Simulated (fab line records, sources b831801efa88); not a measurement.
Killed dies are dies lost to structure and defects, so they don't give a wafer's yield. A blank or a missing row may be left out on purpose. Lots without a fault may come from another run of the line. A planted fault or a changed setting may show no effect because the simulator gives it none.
Which tool did it? | flow gf180mcu | 13 lots, 39 wafers sampled, at 3 steps of a route of 602

WHAT THE GAUGES READ, wafer by wafer
GF_V2_THK_MEAS_01. Usual: V2_CVD_00_THK 597 nm, standard deviation 6.
lot  | measured     | on            | V2_CVD_00_THK (nm) | flag
L378 | day 19 18:50 | film_metro-01 | 594 595 590        |
L379 | day 19 21:58 | film_metro-03 | 594 589 589        |
L380 | day 20 10:30 | film_metro-01 | 592 606 601        |
L381 | day 20 21:57 | film_metro-02 | 594 601 593        |
L382 | day 20 23:21 | film_metro-02 | 602 599 603        |
L383 | day 21 03:58 | film_metro-01 | 591 595 594        |
L385 | day 22 06:46 | film_metro-03 | 601 599 587        |
L386 | day 22 08:01 | film_metro-02 | 595 592 597        |
L389 | day 23 10:46 | film_metro-02 | 588 596 598        |
L393 | day 24 17:26 | film_metro-03 | 597 597 599        |
L394 | day 25 01:44 | film_metro-01 | 579 587 592        |
L395 | day 25 09:43 | film_metro-01 | 600 596 600        |
L397 | day 26 01:41 | film_metro-02 | 597 593 589        |

WHICH TOOL RAN EACH LOT (tool, then ch and the chambers of the sampled wafers, then the start)
lot  | GF_M1_SPUTTER_00             | GF_V1_CVD_02
L378 | pvd_sputter-04, day 16 15:44 | pecvd-04 ch 0,1, day 17 15:18
L379 | pvd_sputter-04, day 16 18:51 | pecvd-01 ch 1,2, day 17 19:05
L380 | pvd_sputter-02, day 17 05:38 | pecvd-02 ch 0,2, day 18 06:32
L381 | pvd_sputter-04, day 17 17:01 | pecvd-04 ch 0,1,2, day 18 17:40
L382 | pvd_sputter-02, day 17 17:56 | pecvd-02 ch 0,1, day 18 19:12
L383 | pvd_sputter-02, day 17 23:41 | pecvd-04 ch 1,2, day 19 00:33
L385 | pvd_sputter-02, day 19 03:17 | pecvd-02 ch 1,2, day 20 04:37
L386 | pvd_sputter-04, day 19 04:16 | pecvd-04 ch 0,1,2, day 20 05:52
L389 | pvd_sputter-04, day 20 07:52 | pecvd-01 ch 1,2, day 21 09:42
L393 | pvd_sputter-04, day 21 17:34 | pecvd-04 ch 0,2, day 22 17:29
L394 | pvd_sputter-04, day 22 02:01 | pecvd-04 ch 2, day 23 02:18
L395 | pvd_sputter-02, day 22 12:07 | pecvd-01 ch 0,1,2, day 23 11:50
L397 | pvd_sputter-02, day 23 05:08 | pecvd-02 ch 0,2, day 24 04:23
- GF_M1_SPUTTER_00: material Ti, target thk 37.5 nm, time 150 s.
- GF_V1_CVD_02: deposits SiO2 from TEOS, target thk 850 nm, time 94.851 s.

WHAT THE TOOLS THEMSELVES READ (means of the sampled wafers that have a number; where no wafer has one, the mark that the record gives instead)
GF_M1_SPUTTER_00. Usual: cathode_dc_power_W 4000.0 W, standard deviation 0.71; chamber_pressure_pa 2.001 Pa, standard deviation 0.0038; throttle_valve_pct 29.9 %, standard deviation 1.
lot  | tool           | cathode_dc_power_W (W) | chamber_pressure_pa (Pa) | throttle_valve_pct (%) | flag
L378 | pvd_sputter-04 | 4000.6                 | 2.003                    | 29.1                   |
L379 | pvd_sputter-04 | 4000.0                 | 2.002                    | 30.0                   |
L380 | pvd_sputter-02 | 4000.1                 | 2.001                    | 30.7                   |
L381 | pvd_sputter-04 | 4000.5                 | 2.005                    | 29.2                   |
L382 | pvd_sputter-02 | 3999.5                 | 1.999                    | 30.6                   |
L383 | pvd_sputter-02 | 4000.3                 | 2.000                    | 30.7                   |
L385 | pvd_sputter-02 | 4000.5                 | 2.000                    | 30.6                   |
L386 | pvd_sputter-04 | 3998.6                 | 2.002                    | 29.0                   |
L389 | pvd_sputter-04 | 3999.7                 | 1.998                    | 29.1                   |
L393 | pvd_sputter-04 | 4000.0                 | 2.081                    | 28.5                   | OFF
L394 | pvd_sputter-04 | 4000.0                 | 2.080                    | 29.8                   | OFF
L395 | pvd_sputter-02 | 3999.8                 | 1.999                    | 31.1                   |
L397 | pvd_sputter-02 | 4000.8                 | 2.003                    | 30.0                   |

GF_V1_CVD_02. Usual: heater_power_w 690 W, standard deviation 99.
lot  | tool     | heater_power_w (W) | flag
L378 | pecvd-04 | 598                |
L379 | pecvd-01 | 756                |
L380 | pecvd-02 | 574                |
L381 | pecvd-04 | 665                |
L382 | pecvd-02 | 707                |
L383 | pecvd-04 | 639                |
L385 | pecvd-02 | 631                |
L386 | pecvd-04 | 737                |
L389 | pecvd-01 | 705                |
L393 | pecvd-04 | 737                |
L394 | pecvd-04 | 807                |
L395 | pecvd-01 | 686                |
L397 | pecvd-02 | 640                |

THE ANSWER, worked out from the rows above alone
Rule: a lot is off if the mean of its wafers that have a number lies more than 3 standard deviations from the usual mean. A lot without any number at a reading at which 4 lots or more have one is off too. The other lots that the step has rows for count as sound. The gauges are gone through in route order, then the tools' own readings, and for those a lot's mean is taken as printed above. The first step at which some lot is off is used, and at that step the reading that is off furthest; a lot without a number counts as furthest.
Off: L393, L394, at GF_M1_SPUTTER_00 (chamber_pressure_pa).
A tool fits if, at that step or a process step before it, it ran every lot that is off, and no sound lot after the first of them. One fits: pvd_sputter-04 at GF_M1_SPUTTER_00. Its last sound lot is L389 (day 20 07:52), its first lot that is off L393 (day 21 17:34): a fault that began between those two fits.
The tool's own readings at GF_M1_SPUTTER_00 bear it out: on the lots that are off they differ by more than 5 times the standard deviation of the sound lots' means. chamber_pressure_pa reads 2.080 Pa there against 2.001 Pa on the sound lots.

WHAT THE SIMULATOR HAD PUT IN
Process parameter drift: pvd_sputter-04, from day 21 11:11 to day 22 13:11, at GF_M1_SPUTTER_00. Setting chamber_pressure_pa, moved by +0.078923, from 2. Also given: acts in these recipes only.
Lots struck among those shown: L393, L394. The rule above found the same.
